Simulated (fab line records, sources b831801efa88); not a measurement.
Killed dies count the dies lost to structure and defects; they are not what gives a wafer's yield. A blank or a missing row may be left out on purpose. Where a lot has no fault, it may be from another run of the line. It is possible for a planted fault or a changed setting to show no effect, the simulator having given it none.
Comparing a struck lot with a sound one || flow sky130 || 16 out of 708 route steps
Sound: these wafers, L864.2, L864.5, L864.6. Struck: wafers L848.1, L848.4 (left out: L848.6, a lot-mate that was not struck); the cause follows at the end.
For every step that has rows: the tool of each side, followed by ch and its chambers, followed by its first start. Under that, the readings that differ: sound wafers || struck wafers || difference of the means || sigmas: that difference in standard deviations of wafers without a fault.
alike: a reading whose means differ by less than 2 such deviations, as well as words and numbers matching on both sides. not compared: withheld readings; readings where some wafer has no value; bounds like >300 that might hide an equal value; numbers whose values overlap and for which the record gives no deviation.
A row with sigmas, a row that says differs or no value, or rows on one side alone: a step with any of these is where the two part. Non-overlapping numbers with no deviation appear without sigmas and do not part them. Lack of a reading on every wafer of one side parts them only where that side has two or more wafers.

first, 2 steps without rows for these wafers: SKY_LOCAL_INTERCONNECT_PEB_09; SKY_LOCAL_INTERCONNECT_DEVELOP_10 (develop time 60 s).
SKY_LOCAL_INTERCONNECT_CD_MEAS_11: the cd target is 170 nm.
  sound: cd-sem-02 at day 37 05:53; struck: cd-sem-01 at day 32 07:58
  alike: cd-nm
SKY_LOCAL_INTERCONNECT_OVL_MEAS_12:
  sound: overlay-01 at day 37 05:59; struck: overlay-02 at day 32 08:05
  alike: LOCAL_INTERCONNECT_OVL
SKY_LOCAL_INTERCONNECT_ETCH_13: etches BARC in N2/H2, stops on SiO2, time 45.9 s, target depth 60 nm.
  sound on rie-metal-03 ch 0,1, day 37 06:01; struck on rie-metal-01 ch 1, day 32 08:07
  alike: drypump-motor-current-A, oes-product-au, throttle-valve-pct
  not compared: rf-hours-counter-h
SKY_LOCAL_INTERCONNECT_METAL_ETCH_14: etches TiN in Cl2/BCl3, stops on PSG, target depth 110 nm, time 31.4 s.
  sound on rie-metal-03 ch 0,1, day 37 06:05; struck on rie-metal-01 ch 1, day 32 08:11
  alike: drypump-motor-current-A, oes-product-au, throttle-valve-pct
  not compared: rf-hours-counter-h
SKY_LOCAL_INTERCONNECT_STRIP_15: strips in O2/N2.
  sound on plasma-asher-01 ch 0,1, day 37 06:08; struck on plasma-asher-04 ch 1, day 32 08:14
{"reading": "drypump-motor-current-A (A)", "sound": "6.2 5.4 6.2", "struck": "4.7 4.7", "difference": -1.2, "sigmas": -2}
  alike: oes-product-au, strip-time-to-endpoint-s
  not compared: rf-hours-counter-h
then, 3 steps without rows for these wafers: SKY_LOCAL_INTERCONNECT_STRIP_16 (strips in post etch residue remover, time 1200 s); SKY_LOCAL_INTERCONNECT_CLEAN_17 (cleans in IPA, time 180 s); SKY_LOCAL_INTERCONNECT_CLEAN_18 (cleans in O3/DIW).
SKY_CONTACT_CVD_00: deposits Si3N4, target thk 75 nm.
  sound on pecvd-03 ch 0,2, day 37 06:44; struck on pecvd-03 ch 1, day 32 08:50
{"reading": "heater-power-w (W)", "sound": "856 880 720", "struck": "538 543", "difference": -278, "sigmas": -2}
SKY_CONTACT_THK_MEAS_01:
  sound: film-metro-02 at day 37 06:47; struck: film-metro-02 at day 32 08:52
  alike: CONTACT_CVD_00_THK
SKY_CONTACT_HDPCVD_02: deposits SiO2, target thk 565 nm, time 94.2 s.
  sound on hdpcvd-01 ch 0,2, day 37 06:50; struck on hdpcvd-02 ch 2, day 32 08:55
{"reading": "run-length-s (s)", "sound": "122.2 122.2 122.4", "struck": "104.2 104.5", "difference": -17.9, "sigmas": -51}
{"reading": "model.SiO2_of_CONTACT_HDPCVD_02.thk-nm (nm)", "sound": "567 568.4 576.5", "struck": "461 467.9", "difference": -106, "sigmas": ""}
SKY_CONTACT_THK_MEAS_03:
  sound: film-metro-04 at day 37 06:55; struck: film-metro-04 at day 32 09:13
{"reading": "CONTACT_HDPCVD_THK (nm)", "sound": "567 568 576", "struck": "461 468", "difference": -106, "sigmas": -20}
  not compared: hold
SKY_CONTACT_CMP_04: polishes SiO2.
  sound on cmp-02 ch 0,1,3, day 37 07:04; struck on cmp-01 ch 0,2, day 32 16:26
{"reading": "hold", "sound": "- - -", "struck": "await-dispo/7.1h/release await-dispo/7.1h/release", "difference": "no value on the sound wafers", "sigmas": ""}
{"reading": "time-to-endpoint-s (s)", "sound": "84 77 87", "struck": "48 46", "difference": -36, "sigmas": -9}
  alike: motor-current-A
SKY_CONTACT_BOW_MEAS_05:
  sound: film-metro-01 at day 37 07:17; struck: film-metro-04 at day 32 16:44
  alike: CONTACT_BOW

WHERE THEY PART
First at SKY_LOCAL_INTERCONNECT_STRIP_15; last, within this record, at SKY_CONTACT_CMP_04. Later steps at which nothing parts them and some readings are alike: SKY_CONTACT_BOW_MEAS_05.

WHY: the cause the simulator had injected
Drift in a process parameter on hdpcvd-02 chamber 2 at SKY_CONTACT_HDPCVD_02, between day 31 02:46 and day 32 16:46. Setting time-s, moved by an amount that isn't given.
